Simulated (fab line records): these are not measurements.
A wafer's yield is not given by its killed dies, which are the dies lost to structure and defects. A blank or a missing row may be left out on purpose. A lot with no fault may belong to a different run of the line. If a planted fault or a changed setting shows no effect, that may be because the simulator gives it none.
Which tool is to blame? ; flow sky130 ; Sampling: 6 lots, 18 wafers, 2 of 708 route steps

== WHAT EACH GAUGE READ, for each wafer ==
SKY_POLY_GATE_THK_MEAS_04.
lot;measured;on;POLY_GATE_CVD_03_THK (nm)
L836;day 15 16:25;film metro-03;74.0 74.3 73.3
L846;day 19 11:05;film metro-03;75.7 76.2 76.5
L848;day 20 03:37;film metro-03;74.9 74.5 76.2
L850;day 20 18:41;film metro-04;74.8 74.3 74.8
L853;day 22 04:52;film metro-04;74.9 74.6 74.4
L856;day 23 05:50;film metro-04;75.2 75.4 75.1

== WHICH TOOL RAN EACH LOT (tool, then ch and the chambers of the sampled wafers, then the start) ==
lot;SKY_POLY_GATE_CVD_03
L836;lpcvd-02 ch 1, day 15 15:02
L846;lpcvd-02 ch 0, day 19 09:44
L848;lpcvd-02 ch 1, day 20 02:14
L850;lpcvd-02 ch 1, day 20 17:19
L853;lpcvd-02 ch 1, day 22 02:49
L856;lpcvd-02 ch 0, day 23 03:48
- SKY_POLY_GATE_CVD_03: deposits Si3N4 from DCS/NH3, target thk 75 nm, time 1290 s.

== THE ANSWER, worked out from the rows above alone ==
Rule: the usual values come from the lots themselves. The widest of any qualifying gaps counts: lots, ordered by their means at a reading, are off when they make up no more than a third of the lots, leave a main group of 4 or more, and stand apart from it by 3 or more times the standard deviation of that group's means. If all means in a main group match to the digits the tables above print for the reading, that group is not used. Also off: a lot with no number at a reading for which 4 or more lots have one. All remaining lots with rows at the step are treated as sound.
Across all readings shown, no lot is off: no conclusion can be drawn from this.

== WHAT WAS PUT IN BY THE SIMULATOR ==
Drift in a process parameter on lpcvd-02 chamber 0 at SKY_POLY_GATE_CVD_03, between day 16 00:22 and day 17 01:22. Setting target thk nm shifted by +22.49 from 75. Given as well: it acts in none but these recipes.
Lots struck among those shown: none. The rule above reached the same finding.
